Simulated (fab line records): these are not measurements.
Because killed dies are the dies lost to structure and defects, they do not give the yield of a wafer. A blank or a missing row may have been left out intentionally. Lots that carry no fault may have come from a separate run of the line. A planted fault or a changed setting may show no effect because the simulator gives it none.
Which tool was responsible? + flow sky130 + Sampling: 9 lots, 27 wafers, 6 of 708 route steps

## WHAT THE GAUGES SHOWED, per wafer
SKY_METAL1_RS_MEAS_05: measures by four-point-probe.
| lot  | measured     | on            | METAL1_ALCU_RS (ohm/sq)                   |
|------|--------------|---------------|-------------------------------------------|
| L860 | day 33 23:13 | film_metro-01 | 0.1289 0.1277 0.1253                      |
| L861 | day 34 08:48 | film_metro-01 | 0.1246 0.1252 0.1251                      |
| L864 | day 35 02:58 | film_metro-01 | 0.1252 0.1260 0.1252                      |
| L865 | day 35 04:42 | film_metro-01 | 0.1263 0.1272 0.1259                      |
| L870 | day 37 04:08 | film_metro-04 | 0.1263 0.0818 0.1277 0.1265 0.0817 0.1278 |
| L871 | day 37 04:43 | film_metro-04 | 0.1256 0.0809 0.1274 0.1256 0.0809 0.1276 |
| L877 | day 39 06:47 | film_metro-01 | 0.1256 0.1255 0.1265                      |
| L878 | day 39 08:27 | film_metro-04 | 0.1293 0.1279 0.1265                      |
| L879 | day 39 13:14 | film_metro-04 | 0.1267 0.1260 0.1276                      |

SKY_METAL1_THK_MEAS_06: measures by xrf.
| lot  | measured     | on            | METAL1_ALCU_THK (nm)                |
|------|--------------|---------------|-------------------------------------|
| L860 | day 33 23:20 | film_metro-01 | 246.3 248.0 253.1                   |
| L861 | day 34 08:54 | film_metro-01 | 256.9 254.6 255.9                   |
| L864 | day 35 03:05 | film_metro-01 | 253.8 254.3 252.8                   |
| L865 | day 35 04:49 | film_metro-01 | 251.9 250.9 254.4                   |
| L870 | day 37 08:39 | film_metro-04 | 253.5 388.7 250.8 253.9 387.5 251.3 |
| L871 | day 37 06:13 | film_metro-04 | 256.7 394.5 252.3 254.8 395.2 251.5 |
| L877 | day 39 06:54 | film_metro-01 | 255.9 253.9 254.7                   |
| L878 | day 39 08:34 | film_metro-04 | 247.9 250.3 252.4                   |
| L879 | day 39 13:20 | film_metro-04 | 252.8 255.1 251.2                   |

## WHAT TOOL EACH LOT RAN ON (gives the tool, then ch and the chambers of the sampled wafers, and finally the start)
| lot  | SKY_CONTACT_CVD_24            | SKY_CONTACT_CMP_27            | SKY_METAL1_SPUTTER_02        | SKY_METAL1_SPUTTER_04        |
|------|-------------------------------|-------------------------------|------------------------------|------------------------------|
| L860 | cvd_w-02 ch 0,1, day 33 22:28 | cmp-02 ch 1,3, day 33 22:49   | pvd_sputter-03, day 33 23:07 | pvd_sputter-03, day 33 23:09 |
| L861 | cvd_w-02 ch 0,1, day 34 08:04 | cmp-02 ch 1,2,3, day 34 08:25 | pvd_sputter-04, day 34 08:40 | pvd_sputter-04, day 34 08:43 |
| L864 | cvd_w-01 ch 0,1, day 35 02:14 | cmp-02 ch 1,2,3, day 35 02:38 | pvd_sputter-04, day 35 02:53 | pvd_sputter-04, day 35 02:56 |
| L865 | cvd_w-02 ch 0,1, day 35 03:57 | cmp-02 ch 0,3, day 35 04:14   | pvd_sputter-03, day 35 04:35 | pvd_sputter-03, day 35 04:38 |
| L870 | cvd_w-02 ch 0,1, day 37 03:24 | cmp-01 ch 1,2, day 37 03:41   | pvd_sputter-04, day 37 04:02 | pvd_sputter-04, day 37 04:05 |
| L871 | cvd_w-01 ch 0,1, day 37 03:58 | cmp-02 ch 1,2,3, day 37 04:16 | pvd_sputter-04, day 37 04:37 | pvd_sputter-04, day 37 04:39 |
| L877 | cvd_w-01 ch 0, day 39 06:03   | cmp-02 ch 0,1,2, day 39 06:26 | pvd_sputter-01, day 39 06:41 | pvd_sputter-01, day 39 06:44 |
| L878 | cvd_w-02 ch 0,1, day 39 07:42 | cmp-02 ch 0,2,3, day 39 08:08 | pvd_sputter-03, day 39 08:20 | pvd_sputter-03, day 39 08:23 |
| L879 | cvd_w-02 ch 0,1, day 39 12:23 | cmp-02 ch 0,1,2, day 39 12:50 | pvd_sputter-01, day 39 13:05 | pvd_sputter-01, day 39 13:08 |
- SKY_CONTACT_CVD_24: deposits W, target thk 340 nm, time 102.12 s.
- SKY_CONTACT_CMP_27: polishes, stops on SiO2, t overpolish 15 s, target thk 0 nm.
- SKY_METAL1_SPUTTER_02: material AlCu, target thk 250 nm, time 13.3 s.
- SKY_METAL1_SPUTTER_04: material TiN, target thk 70 nm, time 58.3 s.

## AS READ BY THE TOOLS THEMSELVES (means over the sampled wafers that have a number; for cases with no such wafer, the mark the record gives instead)
SKY_CONTACT_CVD_24.
| lot  | tool     | heater_power_w (W) |
|------|----------|--------------------|
| L860 | cvd_w-02 | 863                |
| L861 | cvd_w-02 | 818                |
| L864 | cvd_w-01 | 835                |
| L865 | cvd_w-02 | 814                |
| L870 | cvd_w-02 | 881                |
| L871 | cvd_w-01 | 842                |
| L877 | cvd_w-01 | 775                |
| L878 | cvd_w-02 | 810                |
| L879 | cvd_w-02 | 816                |

SKY_CONTACT_CMP_27.
| lot  | tool   | edge_zone_pressure_frac | motor_current_A (A) | overpolish_run_s (s) | retaining_ring_pressure_frac | slurry_filter_dp_kPa (kPa) | time_to_endpoint_s (s) |
|------|--------|-------------------------|---------------------|----------------------|------------------------------|----------------------------|------------------------|
| L860 | cmp-02 | 0.998                   | 11.6                | 15.006               | 1.002                        | 13.51                      | 85                     |
| L861 | cmp-02 | 1.000                   | 11.2                | 15.001               | 0.997                        | 13.49                      | 81                     |
| L864 | cmp-02 | 1.003                   | 11.1                | 15.003               | 1.001                        | 13.44                      | 84                     |
| L865 | cmp-02 | 0.998                   | 10.5                | 14.999               | 0.999                        | 13.39                      | 84                     |
| L870 | cmp-01 | 0.997                   | 11.5                | 15.010               | 1.000                        | 13.61                      | 80                     |
| L871 | cmp-02 | 0.998                   | 11.2                | 15.007               | 0.999                        | 13.37                      | 87                     |
| L877 | cmp-02 | 1.003                   | 11.9                | 15.002               | 0.999                        | 13.50                      | 87                     |
| L878 | cmp-02 | 1.000                   | 10.5                | 15.006               | 1.003                        | 13.37                      | 89                     |
| L879 | cmp-02 | 0.999                   | 11.9                | 15.007               | 0.999                        | 13.42                      | 87                     |

SKY_METAL1_SPUTTER_02.
| lot  | tool           | throttle_valve_pct (%) |
|------|----------------|------------------------|
| L860 | pvd_sputter-03 | 30.7                   |
| L861 | pvd_sputter-04 | 30.5                   |
| L864 | pvd_sputter-04 | 29.9                   |
| L865 | pvd_sputter-03 | 29.7                   |
| L870 | pvd_sputter-04 | 30.8                   |
| L871 | pvd_sputter-04 | 30.5                   |
| L877 | pvd_sputter-01 | 29.9                   |
| L878 | pvd_sputter-03 | 30.6                   |
| L879 | pvd_sputter-01 | 29.7                   |

SKY_METAL1_SPUTTER_04.
| lot  | tool           | throttle_valve_pct (%) |
|------|----------------|------------------------|
| L860 | pvd_sputter-03 | 30.5                   |
| L861 | pvd_sputter-04 | 30.5                   |
| L864 | pvd_sputter-04 | 29.9                   |
| L865 | pvd_sputter-03 | 29.6                   |
| L870 | pvd_sputter-04 | 30.9                   |
| L871 | pvd_sputter-04 | 30.5                   |
| L877 | pvd_sputter-01 | 29.8                   |
| L878 | pvd_sputter-03 | 30.8                   |
| L879 | pvd_sputter-01 | 29.8                   |

## THE ANSWER, worked out from the rows above alone
Rule: the usual values come from the lots themselves. Put in order of their means at a reading, lots are off if they are a third of the lots or fewer, leave a main group of 4 or more, and stand apart from it by a gap of 3 or more times the standard deviation of the main group's means; of several such gaps the widest counts. A main group whose means are all the same, to the digits that the tables above print for the reading, isn't used. Also off: a lot with no number at a reading for which 4 or more lots have one. The other lots that the step has rows for count as sound. Order of review: gauges by route order, followed by the tools' own readings, for which a lot's mean as printed above is used. At the first step where some lot is off, the reading lying furthest off is the one used; lots without a number count as furthest.
Off: at SKY_METAL1_RS_MEAS_05 (METAL1_ALCU_RS), L870, L871. The main group has a mean of 0.1264 ohm/sq with a standard deviation of 0.00096.
If a tool, at a process step before that reading, ran all the lots that are off and no sound lot after the first of them, it fits. Those tools and the gauges at SKY_METAL1_RS_MEAS_05 are tried in the same way. One fits: pvd_sputter-04 at SKY_METAL1_SPUTTER_02 and SKY_METAL1_SPUTTER_04. At SKY_METAL1_SPUTTER_02 its last sound lot is L864 (day 35 02:53), its first lot that is off L870 (day 37 04:02): a fault that began between those two fits.

## WHAT THE SIMULATOR HAD INSERTED
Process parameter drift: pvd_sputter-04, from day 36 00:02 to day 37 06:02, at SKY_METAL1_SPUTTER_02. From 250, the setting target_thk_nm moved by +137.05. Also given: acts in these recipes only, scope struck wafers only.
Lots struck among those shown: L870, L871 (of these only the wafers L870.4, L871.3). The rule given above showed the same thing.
